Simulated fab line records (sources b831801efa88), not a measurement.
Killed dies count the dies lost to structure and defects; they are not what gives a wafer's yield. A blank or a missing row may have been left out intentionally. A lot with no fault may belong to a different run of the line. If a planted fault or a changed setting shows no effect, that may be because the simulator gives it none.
The same fault as seen by 2 desks | flow gf180mcu | each desk has only its own numbers; what lay behind them comes last

## DESK OF THE TOOL OWNER: cvd_w-02
The tool's own readings at GF_CONTACT_CVD_24 (deposits W, target thk 300 nm, time 90.339 s): means of the sampled wafers that have a number, for each lot that ran on this tool. The brackets show how far a lot's mean lies from the usual mean; more than 4 standard deviations puts the lot out of limits, marked OUT.
Columns: A = heater_power_w at GF_CONTACT_CVD_24, usual 872 W
lot  | first seen here | A
L799 | day 16 11:52    | 845
L814 | day 21 23:43    | 826
L817 | day 22 22:35    | 815
L819 | day 23 14:33    | 822
This desk's finding: nothing out of limits on any of the 4 lots.

## AT THE METROLOGY DESK
What the gauges read, lot by lot, whatever tool the lot ran on: means of the sampled wafers that have a number. The brackets show how far a lot's mean lies from the usual mean; more than 4 standard deviations puts the lot out of limits, marked OUT.
Columns: A = cd_nm at GF_CONTACT_CD_MEAS_14, usual 219.5 nm; B = CONTACT_OVL at GF_CONTACT_OVL_MEAS_15, usual 2 nm; C = CONTACT_W_RS at GF_CONTACT_RS_MEAS_25, usual 0.383 ohm/sq; D = CONTACT_W_THK at GF_CONTACT_THK_MEAS_26, usual 292 nm
lot  | first seen here | A     | B  | C     | D
L799 | day 16 11:09    | 219.4 | -3 | 0.381 | 290
L806 | day 19 02:22    | 219.1 | 6  | 0.380 | 294
L814 | day 21 23:00    | 218.8 | 6  | 0.382 | 289
L817 | day 22 21:53    | 220.9 | 3  | 0.381 | 295
L819 | day 23 13:49    | 220.2 | 4  | 0.382 | 292
L820 | day 23 21:55    | 219.6 | 0  | 0.382 | 294
This desk's finding: nothing out of limits on any of the 6 lots.

## TAKEN TOGETHER
The desk of the tool owner found nothing out of limits.
Nothing out of limits was seen by the metrology desk.

## WHAT THE SIMULATOR HAD PUT IN
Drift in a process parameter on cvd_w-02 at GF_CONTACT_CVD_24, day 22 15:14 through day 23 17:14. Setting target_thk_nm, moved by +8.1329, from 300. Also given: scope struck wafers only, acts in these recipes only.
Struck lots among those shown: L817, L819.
